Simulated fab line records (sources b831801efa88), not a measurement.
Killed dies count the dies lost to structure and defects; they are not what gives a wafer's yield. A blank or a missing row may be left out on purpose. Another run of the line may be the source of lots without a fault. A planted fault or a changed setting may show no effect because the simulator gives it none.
Which tool was responsible? + flow gf180mcu + Sampling: 13 lots, 39 wafers, 5 of 602 route steps

WHAT THE GAUGES READ, wafer by wafer
GF_CONTACT_OVL_MEAS_15.
| lot  | measured     | on         | CONTACT_OVL (nm) |
|------|--------------|------------|------------------|
| L256 | day 15 21:59 | overlay-02 | 4 -1 -4          |
| L257 | day 16 07:44 | overlay-02 | -5 -3 -2         |
| L258 | day 16 19:43 | overlay-02 | -7 -7 -5         |
| L260 | day 17 11:08 | overlay-01 | -2 -5 -4         |
| L261 | day 17 22:11 | overlay-02 | 1 3 -2           |
| L262 | day 18 08:25 | overlay-02 | 1 1 -4           |
| L269 | day 21 06:29 | overlay-02 | -4 -9 -8         |
| L271 | day 21 20:28 | overlay-01 | 1 -1 7           |
| L272 | day 21 23:34 | overlay-02 | 3 3 4            |
| L274 | day 22 14:50 | overlay-02 | 1 0 -6           |
| L276 | day 23 14:13 | overlay-01 | -1 3 -3          |
| L277 | day 23 20:26 | overlay-02 | -9 -12 -10       |
| L279 | day 24 09:31 | overlay-02 | -2 2 5           |

GF_CONTACT_RS_MEAS_25: measures by four-point-probe.
| lot  | measured     | on            | CONTACT_W_RS (ohm/sq) |
|------|--------------|---------------|-----------------------|
| L256 | day 15 22:47 | film metro-03 | 0.385 0.377 0.383     |
| L257 | day 16 08:30 | film metro-03 | 0.367 0.382 0.367     |
| L258 | day 16 20:27 | film metro-03 | 0.385 0.385 0.386     |
| L260 | day 17 11:50 | film metro-04 | 0.377 0.383 0.381     |
| L261 | day 17 22:53 | film metro-03 | 0.382 0.387 0.388     |
| L262 | day 18 09:07 | film metro-04 | 0.381 0.382 0.387     |
| L269 | day 21 07:11 | film metro-02 | 0.382 0.386 0.412     |
| L271 | day 21 21:10 | film metro-04 | 0.371 0.384 0.371     |
| L272 | day 22 00:16 | film metro-03 | 0.382 0.382 0.414     |
| L274 | day 22 15:32 | film metro-04 | 0.370 0.386 0.372     |
| L276 | day 23 14:56 | film metro-02 | 0.382 0.384 0.384     |
| L277 | day 23 21:11 | film metro-04 | 0.383 0.384 0.376     |
| L279 | day 24 10:14 | film metro-04 | 0.381 0.387 0.377     |

GF_CONTACT_THK_MEAS_26: measures by xrf.
| lot  | measured     | on            | CONTACT_W_THK (nm) |
|------|--------------|---------------|--------------------|
| L256 | day 15 22:53 | film metro-03 | 306 308 303        |
| L257 | day 16 08:36 | film metro-03 | 322 308 321        |
| L258 | day 16 20:34 | film metro-03 | 306 306 305        |
| L260 | day 17 11:57 | film metro-04 | 312 305 307        |
| L261 | day 17 23:01 | film metro-03 | 304 299 300        |
| L262 | day 18 09:14 | film metro-04 | 305 305 301        |
| L269 | day 21 07:18 | film metro-02 | 305 302 283        |
| L271 | day 21 21:17 | film metro-04 | 316 306 317        |
| L272 | day 22 00:23 | film metro-03 | 305 306 283        |
| L274 | day 22 15:40 | film metro-04 | 315 300 312        |
| L276 | day 23 15:02 | film metro-02 | 306 303 305        |
| L277 | day 23 21:16 | film metro-04 | 303 302 311        |
| L279 | day 24 10:21 | film metro-04 | 306 301 312        |

WHICH TOOL RAN EACH LOT (tool, then ch and the chambers of the sampled wafers, then the start)
| lot  | GF_CONTACT_ETCH_17                            | GF_CONTACT_CVD_24             |
|------|-----------------------------------------------|-------------------------------|
| L256 | rie diel-04 ch 1,3, day 15 22:40 or earlier   | cvd w-02 ch 0,1, day 15 22:40 |
| L257 | rie diel-03 ch 0,1,2, day 16 08:22 or earlier | cvd w-01 ch 0,1, day 16 08:22 |
| L258 | rie diel-01 ch 0,3, day 16 20:21 or earlier   | cvd w-02 ch 0,1, day 16 20:21 |
| L260 | rie diel-01 ch 1,2,3, day 17 11:44 or earlier | cvd w-02 ch 0,1, day 17 11:44 |
| L261 | rie diel-03 ch 0,1, day 17 22:47 or earlier   | cvd w-02 ch 0,1, day 17 22:47 |
| L262 | rie diel-03 ch 0,1,2, day 18 09:01 or earlier | cvd w-01 ch 0, day 18 09:01   |
| L269 | rie diel-04 ch 1,2,3, day 21 07:05 or earlier | cvd w-02 ch 0,1, day 21 07:05 |
| L271 | rie diel-04 ch 0,1,3, day 21 21:04 or earlier | cvd w-01 ch 0,1, day 21 21:04 |
| L272 | rie diel-04 ch 0,1,2, day 22 00:10 or earlier | cvd w-02 ch 1, day 22 00:10   |
| L274 | rie diel-03 ch 0,1,3, day 22 15:26 or earlier | cvd w-01 ch 0,1, day 22 15:26 |
| L276 | rie diel-03 ch 0,2, day 23 14:49 or earlier   | cvd w-01 ch 0, day 23 14:49   |
| L277 | rie diel-01 ch 1,2,3, day 23 21:03 or earlier | cvd w-01 ch 0,1, day 23 21:03 |
| L279 | rie diel-01 ch 1,2,3, day 24 10:07 or earlier | cvd w-01 ch 0,1, day 24 10:07 |
- GF_CONTACT_ETCH_17: etches SiO2 in C4F8/O2/Ar, stops on CoSi2, target depth 860 nm.
- GF_CONTACT_CVD_24: deposits W, target thk 300 nm, time 90.339 s.

AS READ BY THE TOOLS THEMSELVES (means over the sampled wafers that have a number; for cases with no such wafer, the mark the record gives instead)
GF_CONTACT_ETCH_17.
| lot  | tool        | oes product au (a.u.) |
|------|-------------|-----------------------|
| L256 | rie diel-04 | 0.811                 |
| L257 | rie diel-03 | 0.817                 |
| L258 | rie diel-01 | 0.815                 |
| L260 | rie diel-01 | 0.817                 |
| L261 | rie diel-03 | 0.821                 |
| L262 | rie diel-03 | 0.818                 |
| L269 | rie diel-04 | 0.813                 |
| L271 | rie diel-04 | 0.814                 |
| L272 | rie diel-04 | 0.811                 |
| L274 | rie diel-03 | 0.811                 |
| L276 | rie diel-03 | 0.809                 |
| L277 | rie diel-01 | 0.811                 |
| L279 | rie diel-01 | 0.811                 |

GF_CONTACT_CVD_24.
| lot  | tool     | heater power outer w (W) | heater power w (W) |
|------|----------|--------------------------|--------------------|
| L256 | cvd w-02 | 561                      | 892                |
| L257 | cvd w-01 | 514                      | 859                |
| L258 | cvd w-02 | 556                      | 884                |
| L260 | cvd w-02 | 567                      | 878                |
| L261 | cvd w-02 | 563                      | 887                |
| L262 | cvd w-01 | 484                      | 702                |
| L269 | cvd w-02 | 523                      | 872                |
| L271 | cvd w-01 | 490                      | 781                |
| L272 | cvd w-02 | 605                      | 902                |
| L274 | cvd w-01 | 491                      | 792                |
| L276 | cvd w-01 | 488                      | 711                |
| L277 | cvd w-01 | 496                      | 755                |
| L279 | cvd w-01 | 493                      | 791                |

THE ANSWER, worked out from the rows above alone
Rule: the lots themselves supply what counts as usual. Put in order of their means at a reading, lots are off if they are a third of the lots or fewer, leave a main group of 4 or more, and stand apart from it by a gap of 3 or more times the standard deviation of the main group's means; of several such gaps the widest counts. If all means in a main group match to the digits the tables above print for the reading, that group is not used. Also off: a lot with no number at a reading for which 4 or more lots have one. Where the step has rows for the other lots, those lots are counted as sound. The gauges are gone through in route order, then the tools' own readings, and for those a lot's mean is taken as printed above. At the first step where some lot is off, the reading lying furthest off is the one used; lots without a number count as furthest.
Nothing can be told from this: no lot is off at any reading shown.

WHAT THE SIMULATOR HAD PUT IN
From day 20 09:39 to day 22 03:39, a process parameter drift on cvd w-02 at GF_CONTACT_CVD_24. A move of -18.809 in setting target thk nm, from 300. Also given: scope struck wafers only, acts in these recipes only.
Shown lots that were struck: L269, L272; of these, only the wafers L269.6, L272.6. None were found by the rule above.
